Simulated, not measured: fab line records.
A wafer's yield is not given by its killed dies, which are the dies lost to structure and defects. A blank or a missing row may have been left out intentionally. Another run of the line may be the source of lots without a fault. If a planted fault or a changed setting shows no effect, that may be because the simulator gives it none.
Matching of chambers	flow gf180mcu	4 sister chambers for GF_PASSIVATION_ETCH_11 on rie_diel-01
The step etches the open film in CF4/O2, stops on TiN, target depth 2040 nm, time 453.3 s. 18 wafers are shown with their chamber, then 9 later ones without.

## WAFERS WITH THEIR CHAMBER
wafer	chamber	drypump_motor_current_A (A)	throttle_valve_pct (%)	cf4_flow_sccm (sccm)
L074.1	1	4.6	5.961	80.16
L074.2	3	5.0	5.975	79.58
L074.6	1	4.6	5.962	79.93
L075.1	3	5.0	5.965	79.78
L075.2	2	5.3	5.959	79.73
L075.3	0	5.8	5.954	80.20
L079.3	1	4.6	5.975	79.85
L079.5	0	5.9	5.977	80.18
L079.6	3	5.0	5.972	79.69
L080.2	3	5.0	5.974	80.04
L080.3	1	4.6	5.976	80.24
L080.5	1	4.6	5.963	79.96
L082.1	0	5.8	5.970	80.08
L082.3	1	4.6	5.960	79.82
L082.5	1	4.6	5.976	80.19
L085.1	0	5.8	5.969	80.25
L085.3	2	5.4	5.960	80.24
L085.4	1	4.6	5.966	79.87

SIGNATURES, as means of the wafers listed above
reading	chamber 0	chamber 1	chamber 2	chamber 3	scatter within a chamber
drypump_motor_current_A	5.825	4.600	5.350	5.000	0.0299
throttle_valve_pct	5.96750	5.96737	5.95950	5.97150	0.00704
cf4_flow_sccm	80.1775	80.0025	79.9850	79.7725	0.181
Rule: for each reading, subtract the chamber's mean from the wafer's reading, divide by that reading's scatter and square the result; add these up over the readings and take the root, which gives the wafer's distance from the chamber. If the next closest chamber is less than 2 further off than the closest, the wafer can't be placed; otherwise it belongs to the closest. The scatter: the root of (the sum of the squares of (reading less its chamber's mean) over the shown wafers, divided by (wafers less chambers)).

## WAFERS WITH NO CHAMBER GIVEN
wafer	drypump_motor_current_A (A)	throttle_valve_pct (%)	cf4_flow_sccm (sccm)
L088.2	5.9	5.959	79.91
L088.4	5.0	5.968	80.24
L088.5	5.3	5.977	80.45
L089.1	5.3	5.966	80.04
L089.5	5.0	5.978	79.44
L089.6	5.9	5.990	80.07
L097.1	5.9	5.958	80.25
L097.3	5.4	5.956	80.18
L097.4	5.4	5.975	80.22

## WHICH CHAMBER EACH ONE RAN IN
wafer	from the rows above	in truth
L088.2	0	0
L088.4	3	3
L088.5	2	2
L089.1	2	2
L089.5	3	3
L089.6	0	0
L097.1	0	0
L097.3	2	2
L097.4	2	2
Correct placement for 9 of the 9. Left unplaced by these rows: 0. 0 placed wrongly.
